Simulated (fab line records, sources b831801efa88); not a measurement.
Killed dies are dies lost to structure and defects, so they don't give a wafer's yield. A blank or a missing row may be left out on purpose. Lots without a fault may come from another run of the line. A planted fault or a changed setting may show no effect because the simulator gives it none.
Chamber matching | flow sky130 | SKY_VIA1_ETCH_15 on rie_diel-03: 4 sister chambers
The step etches SiO2 in C4F8/O2/Ar, stops on TiN, target depth 351 nm, time 54 s. 8 wafers are shown with their chamber, then 11 later ones without.

WAFERS WITH THEIR CHAMBER
wafer  | chamber | oes_product_au (a.u.)
L085.3 | 2       | 0.985
L085.4 | 1       | 0.989
L085.5 | 3       | 0.974
L085.6 | 0       | 0.982
L084.3 | 3       | 0.981
L084.5 | 0       | 0.979
L084.6 | 1       | 0.982
L087.2 | 2       | 0.990

WAFERS WITHOUT THEIR CHAMBER
wafer  | oes_product_au (a.u.)
L087.3 | 0.979
L087.5 | 0.981
L093.3 | 0.987
L093.4 | 0.990
L093.5 | 0.993
L092.1 | 0.988
L092.3 | 0.986
L092.4 | 0.976
L096.1 | 0.988
L096.2 | 0.982
L096.3 | 0.977

WHICH CHAMBER EACH WENT THROUGH
wafer  | from the rows above               | in truth
L087.3 | can't be placed: 0 or 3 or 1 or 2 | 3
L087.5 | can't be placed: 0 or 3 or 1 or 2 | 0
L093.3 | can't be placed: 2 or 1 or 0      | 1
L093.4 | can't be placed: 2 or 1 or 0      | 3
L093.5 | can't be placed: 2 or 1 or 0      | 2
L092.1 | can't be placed: 2 or 1 or 0      | 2
L092.3 | can't be placed: 1 or 2 or 0 or 3 | 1
L092.4 | can't be placed: 3 or 0 or 1      | 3
L096.1 | can't be placed: 2 or 1 or 0      | 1
L096.2 | can't be placed: 0 or 1 or 3 or 2 | 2
L096.3 | can't be placed: 3 or 0 or 1      | 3
Placed correctly: 0 of 11. Can't be placed from these rows: 11 (the true chamber is among the candidates in 10). Placed wrongly: 0.
How it was worked out, from the rows above alone: a wafer's distance from a chamber is the root of the sum, over the readings, of the square of ((its reading less the chamber's mean) divided by the reading's scatter). The wafer belongs to the nearest chamber; if the next one is less than 2 further off, it can't be placed. A chamber's mean is the mean of its shown wafers. The scatter: the root of (the sum of the squares of (reading less its chamber's mean) over the shown wafers, divided by (wafers less chambers)).
